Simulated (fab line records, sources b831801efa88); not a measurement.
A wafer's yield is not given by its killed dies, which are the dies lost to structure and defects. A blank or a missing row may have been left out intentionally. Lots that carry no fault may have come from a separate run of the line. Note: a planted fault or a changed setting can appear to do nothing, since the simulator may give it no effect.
The tool behind it: which one?	flow gf180mcu	6 lots with 18 wafers sampled at 2 steps, on a route of 602 steps

WHAT THE GAUGES SHOWED, per wafer
GF_V2_THK_MEAS_03.
lot	measured	on	V2_CVD_02_THK (nm)
L341	day 20 12:12	film_metro-02	834 832 849
L343	day 21 11:26	film_metro-01	633 643 867 633 642 866
L350	day 23 17:41	film_metro-03	854 854 866
L355	day 25 06:20	film_metro-02	840 844 862
L358	day 26 05:17	film_metro-03	849 868 861
L361	day 27 04:38	film_metro-03	846 860 865

WHAT TOOL EACH LOT RAN ON (gives the tool, then ch and the chambers of the sampled wafers, and finally the start)
lot	GF_V2_CVD_02
L341	pecvd-04 ch 0,1,2, day 20 12:08
L343	pecvd-04 ch 0,1,2, day 21 11:21
L350	pecvd-02 ch 1,2, day 23 17:36
L355	pecvd-02 ch 0,1, day 25 06:16
L358	pecvd-02 ch 0,1,2, day 26 05:12
L361	pecvd-02 ch 0,2, day 27 04:33
- GF_V2_CVD_02: deposits SiO2 from TEOS, target thk 850 nm, time 94.851 s.

THE ANSWER, worked out from the rows above alone
Rule: the lots themselves supply what counts as usual. Put in order of their means at a reading, lots are off if they are a third of the lots or fewer, leave a main group of 4 or more, and stand apart from it by a gap of 3 or more times the standard deviation of the main group's means; of several such gaps the widest counts. The tables above print the reading to a certain number of digits; a main group whose means all agree to those digits is not used. Also off: a lot with no number at a reading for which 4 or more lots have one. Where the step has rows for the other lots, those lots are counted as sound.
Off: L343, seen at GF_V2_THK_MEAS_03 (V2_CVD_02_THK). The main group: mean 852 nm, standard deviation 7.9.
If a tool, at a process step before that reading, ran all the lots that are off and no sound lot after the first of them, it fits. The gauges at GF_V2_THK_MEAS_03 are tried like those tools. This does not decide it: 2 tools fit, namely pecvd-04 at GF_V2_CVD_02 and film_metro-01 at GF_V2_THK_MEAS_03.

WHAT HAD BEEN PUT IN BY THE SIMULATOR
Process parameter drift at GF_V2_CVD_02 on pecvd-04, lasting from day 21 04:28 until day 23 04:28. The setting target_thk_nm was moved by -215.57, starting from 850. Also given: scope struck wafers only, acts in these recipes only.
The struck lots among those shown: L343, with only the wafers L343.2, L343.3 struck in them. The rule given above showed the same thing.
